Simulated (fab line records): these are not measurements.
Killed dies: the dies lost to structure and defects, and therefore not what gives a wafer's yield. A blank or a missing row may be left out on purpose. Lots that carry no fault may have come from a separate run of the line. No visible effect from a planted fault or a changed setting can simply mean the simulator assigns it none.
fab line records	flow sky130
record lots=13	wafers=39	lastDay=49
route steps=708 shown VIA1@480 VIA4@656 PAD_OPEN@707
lots untouched by any fault: they come from a run of this same line in which no faults occurred
startH: the number of hours between the record's first day and the start of the first shown wafer of the lot	waitH: how many hours have passed since the lot's step before this one	" repeats the value in the row above	L1.1+2: a row that stands for several wafers	- no value, or no start was given	* or withheld: withheld	< > ~ a bound
route shown NAME@n: names a module that has steps shown in the file, with the first one's number in the route	usual: the fault-free wafers' mean and standard deviation	same: alike in all rows	chamber/n: place in a boat	sites: each site's reading	_std_site: standard deviation of those values	_edge_site: mean of outer sites minus mean of inner sites	radiusMm: how far each site lies from the wafer's centre	mask NAME#n: copy n	behind: the most recent tool/chamber to have shaped the wafer	hold: what put the lot on hold/how long, in hours/how the hold closed	device: the transistor (n, p or np) that didn't switch	end of line: the tests these same wafers got at the end of their route	a step given without rows: its recipe and nothing more	killed: dies that structure and defects cost at the first sort, which is not the same as the wafer's yield	map: a wafer's dies, x killed, . not, _ none there
set.NAME: the run value of the setting; set.NAME@STEP: its run value at that earlier step	model.NAME: the simulator's own value behind a step, which no gauge read
the route's steps for a sample of lots (tables are steps, rows are wafers)
services: a tool's chamber out of use, with start hour (startH, from the record's first day; less than 0 if before it), hours out, and reason
## steps
# step SKY_VIA1_RS_MEAS_22
# recipe thkMeasGauge=four-point-probe	reads=W_of_VIA1_CVD_21+TiN_of_VIA1_SPUTTER_20
# usual VIA1_W_RS=0.425/0.0043
lot.wafer	tool	chamber	startH	waitH	VIA1_W_RS[ohm/sq]
L885.2	filmMetro-01	-	808.36	0.1	0.429
L885.4	"	-	"	"	0.431
L885.5	"	-	"	"	0.431
L887.2	filmMetro-02	-	829.86	0.1	0.427
L887.3	"	-	"	"	0.430
L887.5	"	-	"	"	0.429
L886.2	filmMetro-03	-	830.97	0.1	0.429
L886.3	"	-	"	"	0.431
L886.6	"	-	"	"	0.427
L889.1	filmMetro-02	-	836.39	0.1	0.420
L889.2	"	-	"	"	0.421
L889.6	"	-	"	"	0.417
L891.1	filmMetro-03	-	848.42	0.1	0.425
L891.2	"	-	"	"	0.426
L891.3	"	-	"	"	0.427
L890.2	filmMetro-03	-	850.67	0.1	0.424
L890.3	"	-	"	"	0.421
L890.5	"	-	"	"	0.416
L892.1	filmMetro-03	-	859.33	0.1	0.431
L892.3	"	-	"	"	0.431
L892.6	"	-	"	"	0.431
L893.1	filmMetro-01	-	868.64	0.1	0.426
L893.2	"	-	"	"	0.419
L893.4	"	-	"	"	0.423
L895.2	filmMetro-02	-	883.48	0.1	0.424
L895.4	"	-	"	"	0.420
L895.6	"	-	"	"	0.428
L901.3	filmMetro-02	-	919.21	0.1	0.424
L901.4	"	-	"	"	0.430
L901.6	"	-	"	"	0.427
L900.2	filmMetro-03	-	919.50	0.1	0.424
L900.3	"	-	"	"	0.424
L900.5	"	-	"	"	0.423
L902.1	filmMetro-03	-	928.09	0.1	0.420
L902.2	"	-	"	"	0.418
L902.3	"	-	"	"	0.419
L903.4	filmMetro-03	-	938.04	0.1	0.417
L903.5	"	-	"	"	0.429
L903.6	"	-	"	"	0.423
# step SKY_VIA1_THK_MEAS_23
# recipe thkMeasGauge=xrf	reads=W_of_VIA1_CVD_21
# usual VIA1_W_THK=270/3.7
lot.wafer	tool	chamber	startH	waitH	VIA1_W_THK[nm]
L885.2	filmMetro-01	-	808.47	0.1	271
L885.4	"	-	"	"	271
L885.5	"	-	"	"	269
L887.2	filmMetro-02	-	829.97	0.1	262
L887.3	"	-	"	"	262
L887.5	"	-	"	"	260
L886.2	filmMetro-03	-	831.08	0.1	267
L886.3	"	-	"	"	267
L886.6	"	-	"	"	268
L889.1	filmMetro-02	-	836.51	0.1	268
L889.2	"	-	"	"	267
L889.6	"	-	"	"	269
L891.1	filmMetro-03	-	848.54	0.1	273
L891.2	"	-	"	"	272
L891.3	"	-	"	"	273
L890.2	filmMetro-03	-	850.78	0.1	273
L890.3	"	-	"	"	275
L890.5	"	-	"	"	277
L892.1	filmMetro-03	-	859.45	0.1	268
L892.3	"	-	"	"	268
L892.6	"	-	"	"	267
L893.1	filmMetro-01	-	868.76	0.1	271
L893.2	"	-	"	"	275
L893.4	"	-	"	"	274
L895.2	filmMetro-02	-	883.59	0.1	267
L895.4	"	-	"	"	269
L895.6	"	-	"	"	264
L901.3	filmMetro-02	-	919.31	0.1	268
L901.4	"	-	"	"	264
L901.6	"	-	"	"	267
L900.2	filmMetro-03	-	919.61	0.1	272
L900.3	"	-	"	"	272
L900.5	"	-	"	"	272
L902.1	filmMetro-03	-	928.21	0.1	275
L902.2	"	-	"	"	276
L902.3	"	-	"	"	276
L903.4	filmMetro-03	-	938.13	0.1	277
L903.5	"	-	"	"	271
L903.6	"	-	"	"	274
# step SKY_VIA4_SPUTTER_17
# recipe material=TiN	targetThkNm=20	chamberPressurePa=5	powerW=4000	timeS=80
# usual throttleValvePct=30.3/1.2
# same timeS=80
lot.wafer	tool	chamber	startH	waitH	throttleValvePct
L885.2	pvdSputter-04	-	1019.65	0.0	30.0
L885.4	"	-	"	"	31.0
L885.5	"	-	"	"	32.9
L887.2	pvdSputter-04	-	1036.89	0.0	30.1
L887.3	"	-	"	"	30.9
L887.5	"	-	"	"	33.0
L886.2	pvdSputter-01	-	1038.99	0.0	30.1
L886.3	"	-	"	"	28.9
L886.6	"	-	"	"	29.9
L889.1	pvdSputter-03	-	1042.41	0.0	32.3
L889.2	"	-	"	"	31.1
L889.6	"	-	"	"	30.1
L891.1	pvdSputter-04	-	1051.98	0.0	31.0
L891.2	"	-	"	"	30.2
L891.3	"	-	"	"	29.8
L890.2	pvdSputter-01	-	1054.28	0.0	29.9
L890.3	"	-	"	"	30.7
L890.5	"	-	"	"	30.6
L892.1	pvdSputter-01	-	1061.46	0.0	29.0
L892.3	"	-	"	"	30.9
L892.6	"	-	"	"	29.1
L893.1	pvdSputter-01	-	1069.44	0.0	28.7
L893.2	"	-	"	"	29.7
L893.4	"	-	"	"	30.3
L895.2	pvdSputter-01	-	1081.51	0.0	30.6
L895.4	"	-	"	"	29.1
L895.6	"	-	"	"	28.5
L901.3	pvdSputter-03	-	1111.65	0.0	30.1
L901.4	"	-	"	"	32.3
L901.6	"	-	"	"	30.1
L900.2	pvdSputter-01	-	1112.55	0.0	28.6
L900.3	"	-	"	"	29.8
L900.5	"	-	"	"	28.9
L902.1	pvdSputter-04	-	1117.65	0.0	32.9
L902.2	"	-	"	"	31.1
L902.3	"	-	"	"	30.0
L903.4	pvdSputter-04	-	1124.20	0.0	29.9
L903.5	"	-	"	"	31.0
L903.6	"	-	"	"	30.2
# step SKY_PAD_OPEN_BOW_MEAS_13
# recipe mode=bow
# usual PAD_OPEN_BOW=45/8.6
lot.wafer	tool	chamber	startH	waitH	PAD_OPEN_BOW[um]
L885.2	filmMetro-03	-	1089.07	-	33
L885.4	"	-	"	"	42
L885.5	"	-	"	"	32
L887.2	filmMetro-02	-	1104.95	-	53
L887.3	"	-	"	"	54
L887.5	"	-	"	"	51
L886.2	filmMetro-02	-	1106.65	-	56
L886.3	"	-	"	"	46
L886.6	"	-	"	"	53
L889.1	filmMetro-04	-	1110.00	-	48
L889.2	"	-	"	"	49
L889.6	"	-	"	"	50
L891.1	filmMetro-02	-	1118.81	-	47
L891.2	"	-	"	"	34
L891.3	"	-	"	"	37
L890.2	filmMetro-04	-	1120.81	-	57
L890.3	"	-	"	"	55
L890.5	"	-	"	"	48
L892.1	filmMetro-03	-	1127.05	-	39
L892.3	"	-	"	"	39
L892.6	"	-	"	"	35
L893.1	filmMetro-03	-	1135.24	-	49
L893.2	"	-	"	"	37
L893.4	"	-	"	"	49
L895.2	filmMetro-04	-	1145.11	-	49
L895.4	"	-	"	"	47
L895.6	"	-	"	"	44
L901.3	filmMetro-03	-	1170.81	-	29
L901.4	"	-	"	"	44
L901.6	"	-	"	"	20
L900.2	filmMetro-02	-	1172.88	-	51
L900.3	"	-	"	"	47
L900.5	"	-	"	"	56
L902.1	filmMetro-03	-	1177.23	-	25
L902.2	"	-	"	"	35
L902.3	"	-	"	"	29
L903.4	filmMetro-03	-	1182.25	-	56
L903.5	"	-	"	"	55
L903.6	"	-	"	"	47
# step SKY_PAD_OPEN_PROBE_99
# usual killed_at_M0_to_M3=44/7.3	killed_at_M4_up=3.4/1.8	killedAtContacts=24/5.8	killedAtFrontEnd=15/4.9	killedAtOther=0.4/0.63	killedDies=86/11	killedOnRim=17/3.8	killedOpen=47/8	killedShort=39/6.5
# same grossDies=492	killedAtBackSide=0
lot.wafer	tool	chamber	startH	waitH	hold	killed_at_M0_to_M3	killed_at_M4_up	killedAtContacts	killedAtFrontEnd	killedAtOther	killedDies	killedOnRim	killedOpen	killedShort
L887.2	prober-01	-	1105.10	0.1	-	32	2	22	13	0	69	10	36	33
L887.3	prober-01	-	1105.15	0.2	-	46	7	28	15	0	96	17	47	49
L887.5	prober-01	-	1105.25	0.2	-	47	1	24	16	0	88	18	47	40
L886.2	prober-02	-	1106.80	0.1	-	41	5	22	15	1	84	19	42	42
L886.3	prober-02	-	1106.85	0.2	-	54	3	19	13	1	90	17	45	45
L886.6	prober-02	-	1107.00	0.2	-	40	3	24	20	0	87	17	42	44
L889.1	prober-02	-	1110.12	0.1	-	43	3	17	8	0	71	18	43	28
L889.2	prober-02	-	1110.17	0.1	-	48	5	26	19	0	98	16	54	43
L889.6	prober-02	-	1110.37	0.2	-	50	7	19	8	0	84	13	46	38
L891.1	prober-01	-	1118.93	0.1	-	49	2	28	16	0	95	22	57	38
L891.2	prober-01	-	1118.98	0.1	-	46	4	25	18	0	93	20	60	33
L891.3	prober-01	-	1119.03	0.2	-	37	1	28	8	0	74	14	41	33
L895.2	prober-02	-	1145.26	0.1	-	52	3	18	24	1	98	21	45	52
L895.4	prober-02	-	1145.36	0.2	-	41	4	24	11	0	80	15	49	31
L895.6	prober-02	-	1145.46	0.2	-	37	4	28	19	1	89	19	53	36
L901.3	prober-01	-	1170.99	0.2	-	40	3	23	27	0	93	14	50	43
L901.4	prober-01	-	1171.04	0.2	-	43	4	27	13	3	90	15	44	44
L901.6	prober-01	-	1171.14	0.2	-	39	7	31	13	1	91	16	48	42
L900.2	prober-02	-	1173.03	0.1	awaitDispo/4.3h/release	41	39	19	24	1	124	16	51	29
L900.3	prober-02	-	1173.08	0.2	awaitDispo/4.3h/release	51	27	29	99	0	206	47	66	36
L900.5	prober-02	-	1173.18	0.2	awaitDispo/4.3h/release	46	39	27	25	1	138	24	50	43
L903.4	prober-02	-	1182.46	0.2	-	54	4	21	13	0	92	10	52	40
L903.5	prober-02	-	1182.51	0.2	-	42	5	22	15	0	84	15	47	37
L903.6	prober-02	-	1182.56	0.2	-	48	1	14	20	0	83	19	41	42
# killed by level:class
L887.2 VIA1:geometricParticle:open=7 POLY_GATE:geometricParticle:open=6 CONTACT:geometricParticle:short=6 CONTACT:geometricParticle:open=6 VIA3:geometricParticle:open=6 LI_CONTACT:geometricParticle:open=5 FIELD_ISO:geometricParticle:short=4 METAL2:geometricParticle:short=4
L887.3 CONTACT:geometricParticle:open=10 VIA1:geometricParticle:open=8 METAL2:geometricParticle:short=8 LI_CONTACT:geometricParticle:open=7 VIA2:geometricParticle:open=7 METAL4:geometricParticle:short=7 CONTACT:geometricParticle:short=5 METAL3:geometricParticle:short=5
L887.5 LI_CONTACT:geometricParticle:open=9 VIA1:geometricParticle:open=9 VIA2:geometricParticle:open=7 METAL1:geometricParticle:short=6 CONTACT:geometricParticle:open=6 METAL2:geometricParticle:short=5 FIELD_ISO:geometricParticle:open=4 POLY_GATE:geometricParticle:short=4
L886.2 VIA1:geometricParticle:open=9 VIA2:geometricParticle:open=7 CONTACT:geometricParticle:short=6 LOCAL_INTERCONNECT:geometricParticle:short=6 CONTACT:geometricParticle:open=5 VIA1:geometricParticle:short=5 METAL2:geometricParticle:short=5 VIA3:geometricParticle:open=4
L886.3 VIA1:geometricParticle:open=11 VIA3:geometricParticle:open=9 METAL2:geometricParticle:short=8 VIA1:geometricParticle:short=7 LI_CONTACT:geometricParticle:open=6 CONTACT:geometricParticle:open=6 METAL3:geometricParticle:short=5 METAL1:geometricParticle:short=5
L886.6 METAL2:geometricParticle:short=10 VIA1:geometricParticle:open=7 LOCAL_INTERCONNECT:geometricParticle:short=6 LI_CONTACT:geometricParticle:open=6 CONTACT:geometricParticle:open=6 VIA3:geometricParticle:open=5 VIA2:geometricParticle:open=5 FIELD_ISO:geometricParticle:open=4
L889.1 VIA2:geometricParticle:open=9 CONTACT:geometricParticle:open=8 VIA1:geometricParticle:open=7 VIA3:geometricParticle:open=6 LI_CONTACT:geometricParticle:open=4 METAL3:geometricParticle:short=4 METAL2:geometricParticle:short=3 VIA1:geometricParticle:short=3
L889.2 LI_CONTACT:geometricParticle:open=11 CONTACT:geometricParticle:open=10 VIA1:geometricParticle:open=9 VIA2:geometricParticle:open=7 METAL2:geometricParticle:short=7 FIELD_ISO:geometricParticle:open=6 METAL1:geometricParticle:short=6 FIELD_ISO:geometricParticle:short=5
L889.6 VIA2:geometricParticle:open=13 LI_CONTACT:geometricParticle:open=7 CONTACT:geometricParticle:short=6 VIA1:geometricParticle:short=6 VIA3:geometricParticle:open=6 VIA2:geometricParticle:short=5 VIA1:geometricParticle:open=5 METAL1:geometricParticle:short=4
L891.1 VIA1:geometricParticle:open=11 LI_CONTACT:geometricParticle:open=9 CONTACT:geometricParticle:open=9 VIA3:geometricParticle:open=9 VIA1:geometricParticle:short=6 VIA2:geometricParticle:open=6 FIELD_ISO:geometricParticle:open=5 METAL1:geometricParticle:short=5
L891.2 CONTACT:geometricParticle:open=13 VIA1:geometricParticle:open=10 FIELD_ISO:geometricParticle:open=9 VIA3:geometricParticle:open=8 LI_CONTACT:geometricParticle:open=8 VIA2:geometricParticle:open=6 VIA1:geometricParticle:short=5 POLY_GATE:geometricParticle:short=4
L891.3 CONTACT:geometricParticle:open=9 LI_CONTACT:geometricParticle:open=8 VIA1:geometricParticle:open=7 VIA2:geometricParticle:open=6 METAL1:geometricParticle:short=6 FIELD_ISO:geometricParticle:short=4 VIA3:geometricParticle:open=4 LOCAL_INTERCONNECT:geometricParticle:short=4
L895.2 METAL1:geometricParticle:short=9 FIELD_ISO:geometricParticle:short=8 VIA3:geometricParticle:open=8 LI_CONTACT:geometricParticle:open=7 VIA1:geometricParticle:open=7 CONTACT:geometricParticle:open=5 VIA1:geometricParticle:short=5 VIA2:geometricParticle:short=5
L895.4 CONTACT:geometricParticle:open=12 VIA1:geometricParticle:open=8 METAL2:geometricParticle:open=7 VIA2:geometricParticle:open=7 FIELD_ISO:geometricParticle:open=4 METAL1:geometricParticle:short=4 METAL2:geometricParticle:short=4 LOCAL_INTERCONNECT:geometricParticle:short=3
L895.6 CONTACT:geometricParticle:open=11 LI_CONTACT:geometricParticle:open=9 FIELD_ISO:geometricParticle:short=8 VIA1:geometricParticle:open=8 VIA2:geometricParticle:open=7 VIA3:geometricParticle:open=7 POLY_GATE:geometricParticle:open=4 LOCAL_INTERCONNECT:geometricParticle:short=4
L901.3 CONTACT:geometricParticle:open=9 VIA1:geometricParticle:open=9 POLY_GATE:geometricParticle:open=8 VIA2:geometricParticle:open=8 METAL2:geometricParticle:short=6 FIELD_ISO:geometricParticle:short=5 LOCAL_INTERCONNECT:geometricParticle:short=5 VIA1:geometricParticle:short=5
L901.4 VIA1:geometricParticle:open=10 LI_CONTACT:geometricParticle:open=8 METAL2:geometricParticle:short=8 VIA1:geometricParticle:short=7 VIA2:geometricParticle:open=7 LOCAL_INTERCONNECT:geometricParticle:short=6 METAL1:geometricParticle:short=5 FIELD_ISO:geometricParticle:short=4
L901.6 CONTACT:geometricParticle:open=10 LI_CONTACT:geometricParticle:open=9 VIA3:geometricParticle:open=7 METAL1:geometricParticle:short=7 LI_CONTACT:geometricParticle:short=6 VIA1:geometricParticle:short=6 VIA1:geometricParticle:open=6 FIELD_ISO:geometricParticle:short=5
L900.2 VIA4:unspecified=39 VIA1:geometricParticle:open=10 LI_CONTACT:geometricParticle:open=9 VIA2:geometricParticle:open=9 POLY_GATE:geometricParticle:open=7 LI_CONTACT:geometricParticle:short=5 VIA3:geometricParticle:open=5 METAL2:geometricParticle:short=5
L900.3 POLY_CUT:areaEtch=79 VIA4:unspecified=25 VIA1:geometricParticle:open=14 VIA2:geometricParticle:open=11 CONTACT:geometricParticle:open=11 VIA3:geometricParticle:open=8 POLY_GATE:geometricParticle:open=7 LI_CONTACT:geometricParticle:open=7
L900.5 VIA4:unspecified=33 LI_CONTACT:geometricParticle:open=11 POLY_CUT:areaEtch=11 VIA1:geometricParticle:open=10 VIA2:geometricParticle:open=10 METAL2:geometricParticle:short=7 CONTACT:geometricParticle:open=6 VIA2:geometricParticle:short=5
L903.4 VIA1:geometricParticle:open=18 VIA1:geometricParticle:short=11 VIA3:geometricParticle:open=7 LI_CONTACT:geometricParticle:open=6 CONTACT:geometricParticle:open=5 CONTACT:geometricParticle:short=5 METAL1:geometricParticle:short=5 POLY_GATE:geometricParticle:open=4
L903.5 METAL1:geometricParticle:short=9 VIA3:geometricParticle:open=8 CONTACT:geometricParticle:open=7 LI_CONTACT:geometricParticle:open=6 VIA1:geometricParticle:open=6 FIELD_ISO:geometricParticle:open=5 VIA2:geometricParticle:short=4 VIA1:geometricParticle:short=4
L903.6 VIA1:geometricParticle:short=11 VIA1:geometricParticle:open=11 POLY_GATE:geometricParticle:short=7 CONTACT:geometricParticle:open=6 METAL2:geometricParticle:short=6 VIA2:geometricParticle:open=5 VIA3:geometricParticle:open=5 FIELD_ISO:geometricParticle:open=4
## services
tool	chamber	startH	hours	kind
pvdSputter-04	-	1009.03	2.0	repair
pvdSputter-03	-	1106.47	5.0	repair
## key
firstSign step=SKY_PAD_OPEN_PROBE_99	reading=killed_at_M4_up	direction=up	sigmas=18	usual=3.4	struck=35
effect step=SKY_PAD_OPEN_PROBE_99	reading=killedDies	direction=up	sigmas=6.6	usual=86	struck=156
metAt SKY_VIA4_SPUTTER_17
struckLots L900
testerLeftOut L900
notActingAt SKY_VIA1_RS_MEAS_22,SKY_VIA1_THK_MEAS_23,SKY_PAD_OPEN_BOW_MEAS_13
onsetBetween 1081.51 1112.55
earlierFault kind=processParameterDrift	tool=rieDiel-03	chamber=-	onsetH=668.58	steps=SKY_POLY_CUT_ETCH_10	channel=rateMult	offset=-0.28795	shape=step	endH=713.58
fault kind=chamberParticleSource	tool=pvdSputter-01	chamber=-	onsetH=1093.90	steps=SKY_VIA4_SPUTTER_17	ratePerVisitCm2=0.40485
# testerLeftOut: of these lots the tester's yield and bins aren't shown, on N5 and GAA mostly nor the transistor test; their killed dies are dies lost to structure and defects alone, not to doping, threshold or leakage, so they don't give the yield
